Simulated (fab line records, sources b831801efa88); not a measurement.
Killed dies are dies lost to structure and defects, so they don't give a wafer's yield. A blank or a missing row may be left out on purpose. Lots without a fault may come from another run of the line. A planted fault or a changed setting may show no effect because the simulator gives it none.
Which tool did it? | flow sky130 | 6 lots, 18 wafers sampled, at 1 step of a route of 708

WHAT THE GAUGES READ, wafer by wafer
SKY_PWDE_OVL_MEAS_07.
lot  | measured    | on         | PWDE_OVL (nm)
L218 | day 4 00:05 | overlay-02 | 1.5 0.7 -1.0
L220 | day 4 15:05 | overlay-01 | -0.3 -2.1 -2.5
L230 | day 6 17:35 | overlay-01 | -0.2 -1.5 -2.4
L233 | day 8 01:44 | overlay-02 | 1.4 0.7 1.8
L235 | day 8 10:08 | overlay-01 | 1.4 1.1 -0.6
L240 | day 9 06:47 | overlay-01 | 0.1 0.4 -0.8

WHICH TOOL RAN EACH LOT (tool, then ch and the chambers of the sampled wafers, then the start)
The record holds no process step before these readings.

THE ANSWER, worked out from the rows above alone
Rule: what is usual is taken from the lots themselves. Put in order of their means at a reading, lots are off if they are a third of the lots or fewer, leave a main group of 4 or more, and stand apart from it by a gap of 3 or more times the standard deviation of the main group's means; of several such gaps the widest counts. A main group whose means are all the same, to the digits that the tables above print for the reading, isn't used. A lot without any number at a reading at which 4 lots or more have one is off too. The other lots that the step has rows for count as sound.
No lot is off at any reading shown: from this, nothing can be told.

WHAT THE SIMULATOR HAD PUT IN
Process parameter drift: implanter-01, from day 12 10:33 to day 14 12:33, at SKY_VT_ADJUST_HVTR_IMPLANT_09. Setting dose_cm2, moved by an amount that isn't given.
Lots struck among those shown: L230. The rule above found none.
